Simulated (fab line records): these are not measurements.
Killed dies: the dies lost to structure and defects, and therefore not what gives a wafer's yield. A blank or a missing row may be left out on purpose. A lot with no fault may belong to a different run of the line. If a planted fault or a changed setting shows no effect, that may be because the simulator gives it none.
Problem report in the 8D (eight disciplines) form, filled by code + flow gf180mcu + the parts of the form that need people (team, actions taken, sign-off) are left out

== 1. PROBLEM STATEMENT ==
cd_nm at GF_V4_CD_MEAS_14 reads a mean of 269.0 nm on 6 wafers of 2 lots; wafers without a fault read 259.9 nm with a standard deviation of 1.2. Measured from the usual mean, that is +7.6 standard deviations.
The step: target cd 260 nm.
First observed at day 28 15:15: wafer L555.1, on cd_sem-01. The record holds 39 wafers of 13 lots with a number at this step. Rule for "out", or "out of limits": more than 4 standard deviations from the usual mean. The rest of the wafers with a number are treated as sound.

== 2. WHAT IT IS, WHAT IT ISN'T ==
| question                    | is                     | is not                                                                          |
|-----------------------------|------------------------|---------------------------------------------------------------------------------|
| which readings at this step | cd_nm                  | -                                                                               |
| which lots                  | L555, L557             | L543, L545, L547, L548, L549, L550, L551, L552, L563, L564, L565                |
| which wafers of those lots  | all that have a number | -                                                                               |
| read on which gauges        | cd_sem-01, cd_sem-02   | -                                                                               |
| when                        | from day 28 15:15      | up to then (24 sound wafers); but 9 sound wafers of L563, L564, L565 came after |

== 3. SUSPECTS, AND WHAT RULES EACH OUT ==
Counting: a tool stays on the suspect list if, at a process step up to the reading, it processed all lots that are out and no sound lot following the first of them.
- the gauge at GF_V4_CD_MEAS_14: ruled out. The wafers that are out were read on 2 gauges (cd_sem-01, cd_sem-02).
- pvd_sputter-01 at GF_M4_SPUTTER_02 (material AlCu, target thk 450 nm, time 23.9 s): kept. All lots that are out passed through it, beginning with L555 at day 26 22:10, and no sound lot followed; its final sound lot before that point was L549 at day 25 02:57.
- litho_track-03 at GF_V4_PEB_12 (peb time 90 s): kept. All lots that are out passed through it, beginning with L555 at day 28 14:54, and no sound lot followed; its final sound lot before that point was L552 at day 27 21:07. Its own heater_power_total_W, plate_temp_C readings are out on those wafers.
Remaining after the count are pvd_sputter-01 at GF_M4_SPUTTER_02 and litho_track-03 at GF_V4_PEB_12.

== 4. THE CAUSE (what the simulator had put in) ==
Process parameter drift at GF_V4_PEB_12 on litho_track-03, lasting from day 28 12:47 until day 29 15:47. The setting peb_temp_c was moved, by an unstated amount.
2 suspects survive the count, and this tool is in that group.

== 5. THE CHAIN OF EFFECTS, in route order ==
Each row: a reading where the mean over the struck wafers with a number is more than 3 standard deviations away from the usual. Only readings for which the record gives a usual standard deviation are gone through. hours: the time from each lot's start at the first step in this table that gives one to its start at this step, as a median over the lots. sigmas: the change in usual standard deviations.
| hours | step             | reading              | usual    | on struck wafers | change | sigmas |
|-------|------------------|----------------------|----------|------------------|--------|--------|
| 0     | GF_V4_PEB_12     | heater_power_total_W | 85.68 W  | 88.76            | +3.08  | +37    |
| 0     | GF_V4_PEB_12     | plate_temp_C         | 134.99 C | 138.73           | +3.74  | +29    |
| 0     | GF_V4_CD_MEAS_14 | cd_nm                | 259.9 nm | 269.0            | +9.1   | +7.6   |
It contains these process steps:
- GF_V4_PEB_12: peb time 90 s.
At these later measuring or inspecting steps, every struck wafer for which the step has a row has a number for every such reading, and none has moved that far: GF_V4_OVL_MEAS_15.

== 6. WHAT WOULD HAVE CAUGHT IT SOONER ==
Counted from the fault's start at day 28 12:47, it took 2 hours until the first out-of-limits reading at a measuring or inspecting step in this record, taken at day 28 15:15.
Tool's own readings at GF_V4_PEB_12, heater_power_total_W, plate_temp_C: out on all struck wafers the step has rows for; an alarm limit on them would have tripped on the first.
Lots out: 2; of these, L557 started GF_V4_PEB_12 on litho_track-03 after day 28 15:15. Had the tool been put on hold then, it would have been spared.
